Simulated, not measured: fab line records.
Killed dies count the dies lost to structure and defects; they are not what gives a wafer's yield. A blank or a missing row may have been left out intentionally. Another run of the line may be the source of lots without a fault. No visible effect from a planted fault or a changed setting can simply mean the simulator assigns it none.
Which tool is to blame? || flow gf180mcu || at 1 step of a route of 602, 12 lots with 36 wafers sampled

== WHAT THE GAUGES SHOWED, per wafer ==
GF_CONTACT_RS_MEAS_25: measurement is done with a four-point probe.
{"lot": "L075", "measured": "day 17 06:12", "on": "film-metro-04", "CONTACT_W_RS (ohm/sq)": "0.379 0.380 0.378"}
{"lot": "L076", "measured": "day 18 01:30", "on": "film-metro-04", "CONTACT_W_RS (ohm/sq)": "0.378 0.378 0.376"}
{"lot": "L079", "measured": "day 18 13:42", "on": "film-metro-04", "CONTACT_W_RS (ohm/sq)": "0.384 0.390 0.387"}
{"lot": "L081", "measured": "day 20 02:24", "on": "film-metro-01", "CONTACT_W_RS (ohm/sq)": "0.377 0.384 0.379"}
{"lot": "L084", "measured": "day 20 05:51", "on": "film-metro-01", "CONTACT_W_RS (ohm/sq)": "0.382 0.387 0.391"}
{"lot": "L085", "measured": "day 20 13:09", "on": "film-metro-03", "CONTACT_W_RS (ohm/sq)": "0.381 0.388 0.380"}
{"lot": "L087", "measured": "day 21 09:05", "on": "film-metro-03", "CONTACT_W_RS (ohm/sq)": "0.381 0.382 0.379"}
{"lot": "L089", "measured": "day 22 04:25", "on": "film-metro-03", "CONTACT_W_RS (ohm/sq)": "0.388 0.385 0.387"}
{"lot": "L091", "measured": "day 22 14:51", "on": "film-metro-04", "CONTACT_W_RS (ohm/sq)": "0.384 0.380 0.379"}
{"lot": "L093", "measured": "day 23 12:56", "on": "film-metro-03", "CONTACT_W_RS (ohm/sq)": "0.386 0.381 0.384"}
{"lot": "L095", "measured": "day 24 06:40", "on": "film-metro-04", "CONTACT_W_RS (ohm/sq)": "0.382 0.379 0.385"}
{"lot": "L097", "measured": "day 24 18:24", "on": "film-metro-04", "CONTACT_W_RS (ohm/sq)": "0.379 0.380 0.378"}

== EACH LOT AND THE TOOL THAT RAN IT (in order: tool; ch and the chambers of the sampled wafers; start) ==
No process step before these readings appears in the record.

== THE ANSWER, worked out from the rows above alone ==
Rule: what is usual is taken from the lots themselves. The widest of any qualifying gaps counts: lots, ordered by their means at a reading, are off when they make up no more than a third of the lots, leave a main group of 4 or more, and stand apart from it by 3 or more times the standard deviation of that group's means. A main group is skipped when, at the precision printed for the reading in the tables above, its means are all equal. Also off: a lot with no number at a reading for which 4 or more lots have one. Where the step has rows for the other lots, those lots are counted as sound.
No lot is off on any of the readings shown, so nothing can be concluded from this.

== WHAT HAD BEEN PUT IN BY THE SIMULATOR ==
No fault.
